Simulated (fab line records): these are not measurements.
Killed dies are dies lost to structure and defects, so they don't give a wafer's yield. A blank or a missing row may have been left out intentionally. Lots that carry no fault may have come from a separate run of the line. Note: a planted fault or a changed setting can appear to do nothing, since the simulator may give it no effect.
Problem report, 8D (eight disciplines) form, completed by code    flow sky130    the parts of the form that need people (team, actions taken, sign-off) are left out

1. THE ISSUE
Wafers free of any fault read 217.5 (standard deviation 1.9) for VT_ADJUST_NCORE_TW at SKY_VT_ADJUST_NCORE_TW_MEAS_11, against a mean of 231.6 on 6 wafers of 2 lots. Relative to the usual mean, that is a shift of +7.4 standard deviations.
Seen first at day 13 05:11 on filmMetro-04, wafer L785.4. The record has a number at this step for 39 wafers belonging to 13 lots. The rule behind "out" and "out of limits": a value lying over 4 standard deviations away from the usual mean. Any other wafer with a number is counted as sound.

2. WHAT IT IS AND WHAT IT IS NOT
question                     is                      is not
which readings at this step  VT_ADJUST_NCORE_TW      -
which lots                   L785, L786              L772, L773, L774, L776, L777, L778, L789, L790, L791, L793, L794
which wafers of those lots   all that have a number  -
read on which gauges         filmMetro-04            filmMetro-01, filmMetro-03
when                         from day 13 05:11       up to then (18 sound wafers); but 15 sound wafers of L789, L790, L791, L793, L794 came after

3. THE SUSPECTS, EACH WITH WHAT RULES IT OUT
Counting: a tool at any process step up to the reading remains a suspect when it ran all the lots that are out and ran no sound lot after the first of those.
- ruled out: the gauge at SKY_VT_ADJUST_NCORE_TW_MEAS_11. All the wafers that are out were read on filmMetro-04, but those of them that SKY_VT_ADJUST_NCORE_IMPLANT_09 has rows for are out there too, on other tools.
- implanter-02 at SKY_VT_ADJUST_NCORE_IMPLANT_09: kept. It ran every lot that is out, first L785 (day 13 04:58), and no sound lot after that; its last sound lot up to then is L776 (day 10 10:10). Its own beamEnergyKeV readings are out on those wafers.
The count leaves implanter-02 at SKY_VT_ADJUST_NCORE_IMPLANT_09.

4. THE CAUSE (what the simulator had put in)
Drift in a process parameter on implanter-02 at SKY_VT_ADJUST_NCORE_IMPLANT_09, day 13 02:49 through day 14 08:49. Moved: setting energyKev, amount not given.
This tool alone remained once counting was done.

5. SEQUENCE OF EFFECTS, ordered by route
Each row: a reading where the mean over the struck wafers with a number is more than 3 standard deviations away from the usual. Only readings for which the record gives a usual standard deviation are gone through. hours: the time from each lot's start at the first step in this table that gives one to its start at this step, as a median over the lots. sigmas: the change in usual standard deviations.
hours  step                            reading             usual   on struck wafers  change   sigmas
0      SKY_VT_ADJUST_NCORE_IMPLANT_09  beamEnergyKeV       9.9993  13.4778           +3.4785  +99 or more
0      SKY_VT_ADJUST_NCORE_TW_MEAS_11  VT_ADJUST_NCORE_TW  217.5   231.6             +14.1    +7.4
The process steps in it:
- SKY_VT_ADJUST_NCORE_IMPLANT_09
Later steps that measure or inspect, where all struck wafers having a row at the step show a number for every such reading and not one has moved that far: SKY_VT_ADJUST_HVTR_OVL_MEAS_08, SKY_VT_ADJUST_PCH_TW_MEAS_10.

6. WHAT WOULD HAVE CAUGHT IT SOONER
In this record the first reading out of limits at a measuring or inspecting step was taken at day 13 05:11, 2 hours after the fault began at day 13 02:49.
At SKY_VT_ADJUST_NCORE_IMPLANT_09, the tool's own readings (beamEnergyKeV) were out on each struck wafer the step has a row for, so an alarm limit on them would have fired on the first such wafer.
Lots out: 2; of these, L786 started SKY_VT_ADJUST_NCORE_IMPLANT_09 on implanter-02 after day 13 05:11. Had the tool been put on hold then, it would have been spared.
